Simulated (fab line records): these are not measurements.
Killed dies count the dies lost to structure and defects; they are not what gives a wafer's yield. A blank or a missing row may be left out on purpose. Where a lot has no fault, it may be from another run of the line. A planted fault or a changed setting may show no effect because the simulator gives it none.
A struck lot beside a sound one -- flow sky130 -- 42 out of 708 route steps
Sound: the wafers L977.2, L977.3, L977.6. Struck: wafers L993.2, L993.3, L993.4. At the end, the cause is stated.
Each step with rows lists, per side, the tool, then ch with its chambers, then its first start. Under that, the readings that differ: sound wafers -- struck wafers -- difference of the means -- sigmas: that difference in standard deviations of wafers without a fault.
alike: same words and numbers on both sides, and readings whose means sit less than 2 such deviations apart. not compared: any withheld reading, any reading some wafer has no value for, any bound like >300 that may hide the same value, and any number with overlapping values for which the record gives no deviation.
The two part at a step that has a row with sigmas, a row that says differs or no value, or rows on one side only. When numbers do not overlap yet have no deviation, they are printed without sigmas and do not part them. A reading missing from all wafers of one side parts the sides only when that side holds two or more wafers.

SKY_METAL5_THK_MEAS_06: measures by xrf.
  struck on film_metro-01, day 47 20:40; sound on film_metro-04, day 44 03:46
  alike: METAL5_ALCU_THK
then, 7 steps without rows for these wafers: SKY_METAL5_DEHYDRATE_07 (time 60 s); SKY_METAL5_HMDS_08 (prime time 60 s); SKY_METAL5_COAT_09 (resist thk 1800 nm); SKY_METAL5_SOFTBAKE_10 (time 60 s); SKY_METAL5_EXPOSE_11 (exposes mask MM5, target cd 1600 nm); SKY_METAL5_PEB_12; SKY_METAL5_DEVELOP_13 (develop time 60 s).
SKY_METAL5_DESCUM_14: chemistry O2, time 11 s.
  sound on rie_metal-04 ch 0, day 45 00:44; struck on rie_metal-04 ch 0,1, day 48 15:31
  alike: drypump_motor_current_A, oes_product_au
  not compared: rf_hours_counter_h
then, 3 steps without rows for these wafers: SKY_METAL5_METAL_ETCH_15 (etches the open film in Cl2/BCl3, stops on SiO2, target depth 1260 nm, time 252 s); SKY_METAL5_STRIP_16 (strips in O2/N2); SKY_METAL5_STRIP_17 (strips in post etch residue remover, time 1200 s).
SKY_METAL5_CLEAN_18: cleans in IPA, time 180 s.
  sound on wet_bench-03 ch 3, day 45 01:27; struck on wet_bench-03 ch 0, day 48 16:14
then, 1 step without rows for these wafers: SKY_METAL5_CLEAN_19 (cleans in O3/DIW).
SKY_PASSIVATION_CVD_00: deposits SiO2, target thk 90 nm.
  sound on pecvd-03 ch 0,1,2, day 45 01:36; struck on pecvd-01 ch 0,1, day 48 16:23
  alike: heater_power_w
SKY_PASSIVATION_THK_MEAS_01:
  struck on film_metro-02, day 48 16:25; sound on film_metro-01, day 45 01:38
  alike: PASSIVATION_CVD_00_THK
then, 1 step without rows for these wafers: SKY_PASSIVATION_CVD_02 (deposits Si3N4, target thk 540 nm).
SKY_PASSIVATION_THK_MEAS_03:
  struck on film_metro-01, day 48 16:41; sound on film_metro-01, day 45 01:55
  alike: PASSIVATION_CVD_02_THK
then, 8 steps without rows for these wafers: SKY_PASSIVATION_DEHYDRATE_04 (time 60 s); SKY_PASSIVATION_HMDS_05 (prime time 60 s); SKY_PASSIVATION_COAT_06 (resist thk 3000 nm); SKY_PASSIVATION_SOFTBAKE_07; SKY_PASSIVATION_EXPOSE_08 (exposes mask NSM, target cd 3000 nm); SKY_PASSIVATION_PEB_09; SKY_PASSIVATION_DEVELOP_10 (develop time 60 s); SKY_PASSIVATION_ETCH_11 (etches the open film in CF4/O2, stops on AlCu, target depth 725 nm, time 161.1 s).
SKY_PASSIVATION_STRIP_12: strips in O2/N2.
  sound on plasma_asher-01 ch 0,1, day 45 23:02; struck on plasma_asher-01 ch 0,1, day 49 11:08
  alike: drypump_motor_current_A, oes_product_au, strip_time_to_endpoint_s
  not compared: rf_hours_counter_h
then, 7 steps without rows for these wafers: SKY_PAD_OPEN_DEHYDRATE_00 (time 60 s); SKY_PAD_OPEN_HMDS_01 (prime time 60 s); SKY_PAD_OPEN_COAT_02 (resist thk 3000 nm); SKY_PAD_OPEN_SOFTBAKE_03; SKY_PAD_OPEN_EXPOSE_04 (exposes mask PDM, target cd 60000 nm); SKY_PAD_OPEN_PEB_05; SKY_PAD_OPEN_DEVELOP_06 (develop time 60 s).
SKY_PAD_OPEN_ETCH_07: etches the open film in CF4/O2, stops on AlCu, target depth 725 nm, time 161.1 s.
  sound on rie_diel-02 ch 0,1,2, day 46 19:31; struck on rie_diel-04 ch 0,2,3, day 50 04:27
reading,sound,struck,difference,sigmas
drypump_motor_current_A (A),4.9 4.7 4.8,5.5 5.9 6.3,+1.1,+2
  alike: cf4_flow_sccm, oes_product_au, throttle_valve_pct
  not compared: rf_hours_counter_h
SKY_PAD_OPEN_STRIP_08: strips in O2/N2.
  sound on plasma_asher-03 ch 0,1, day 46 19:37; struck on plasma_asher-04 ch 0,1, day 50 04:34
  alike: drypump_motor_current_A, oes_product_au, strip_time_to_endpoint_s
  not compared: rf_hours_counter_h
then, 4 steps without rows for these wafers: SKY_PAD_OPEN_STRIP_09 (strips in post etch residue remover, time 1200 s); SKY_PAD_OPEN_CLEAN_10 (cleans in IPA, time 180 s); SKY_PAD_OPEN_CLEAN_11 (cleans in O3/DIW); SKY_PAD_OPEN_ANNEAL_12.
SKY_PAD_OPEN_BOW_MEAS_13:
  struck on film_metro-04, day 50 06:40; sound on film_metro-03, day 46 21:44
  alike: PAD_OPEN_BOW
SKY_PAD_OPEN_PROBE_99:
  struck on prober-02, day 50 06:49; sound on prober-01, day 46 21:53
reading,sound,struck,difference,sigmas
defect_limited_yield (%),81.9 84.6 80.1,76.2 74.2 73.0,-7.7,-4
killed_at_M4_up,7 4 5,62 55 63,+55,+27
killed_dies,89 76 98,117 127 133,+38,+4
sort_bin_3_pad_short (%),1.6 1.2 1.4,4.5 3.5 4.5,+2.8,+7
sort_bin_5_function (%),9.8 7.9 11.2,13.6 16.5 16.1,+5.8,+4
sort_n_pass,403 416 394,375 365 359,-38,-4
sort_yield_pct (%),81.9 84.6 80.1,76.2 74.2 73.0,-7.7,-4
model.etest.tester.sort_n_pass,403 416 394,375 365 359,-38,
model.etest.tester.sort_yield_pct (%),81.91 84.55 80.08,76.22 74.19 72.97,-7.72,
model.etest.tester.sort_bin_5_pct (%),9.756 7.927 11.18,13.62 16.46 16.06,+5.76,
model.etest.tester.sort_bin_3_pct (%),1.626 1.22 1.423,4.472 3.455 4.472,+2.710,
  alike: killed_at_M0_to_M3, killed_at_contacts, killed_at_front_end, killed_at_other, killed_on_rim, killed_open, killed_short, sort_bin_6_memory

WHERE THEY PART
Last at SKY_PAD_OPEN_PROBE_99 as far as this record goes, first at SKY_PAD_OPEN_ETCH_07.

WHY: what had been put in by the simulator
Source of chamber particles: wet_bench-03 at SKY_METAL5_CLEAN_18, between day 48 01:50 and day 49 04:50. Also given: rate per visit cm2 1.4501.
